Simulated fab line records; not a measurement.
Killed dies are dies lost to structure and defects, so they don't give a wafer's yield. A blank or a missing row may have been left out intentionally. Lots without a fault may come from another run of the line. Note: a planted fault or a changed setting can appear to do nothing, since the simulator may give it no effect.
Matching of chambers + flow gf180mcu + GF_PASSIVATION_CVD_02 on pecvd-02 has 3 sister chambers
The step deposits Si3N4, target thk 700 nm, time 486.18 s. 3 wafers are shown with their chamber, then 7 later ones without.

== WAFERS WITH THEIR CHAMBER ==
| wafer  | chamber | heater-power-w (W) |
|--------|---------|--------------------|
| L483.6 | 2       | 710                |
| L488.1 | 1       | 758                |
| L488.4 | 0       | 734                |

== WAFERS WHOSE CHAMBER IS MISSING ==
| wafer  | heater-power-w (W) |
|--------|--------------------|
| L488.6 | 600                |
| L496.1 | 661                |
| L496.2 | 741                |
| L496.6 | 603                |
| L497.1 | 808                |
| L497.3 | 687                |
| L497.6 | 654                |

== CHAMBER TAKEN BY EACH ==
| wafer  | from the rows above          | in truth |
|--------|------------------------------|----------|
| L488.6 | can't be placed: 2 or 0 or 1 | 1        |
| L496.1 | can't be placed: 2 or 0 or 1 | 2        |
| L496.2 | can't be placed: 0 or 1 or 2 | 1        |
| L496.6 | can't be placed: 2 or 0 or 1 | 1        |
| L497.1 | can't be placed: 1 or 0 or 2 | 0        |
| L497.3 | can't be placed: 2 or 0 or 1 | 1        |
| L497.6 | can't be placed: 2 or 0 or 1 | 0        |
Placed correctly: 0 of 7. Unplaceable from these rows: 7, with the true chamber sitting among the candidates in 7. Number placed wrongly: 0.
How it was worked out, from the rows above alone: a wafer's distance from a chamber is the root of the sum, over the readings, of the square of ((its reading less the chamber's mean) divided by the reading's scatter). If the next closest chamber is less than 2 further off than the closest, the wafer can't be placed; otherwise it belongs to the closest. For every chamber, the mean is computed from those of its wafers that are shown. The scatter: root of mean squared gap, hidden wafer to nearest shown wafer, with one shown wafer a chamber.
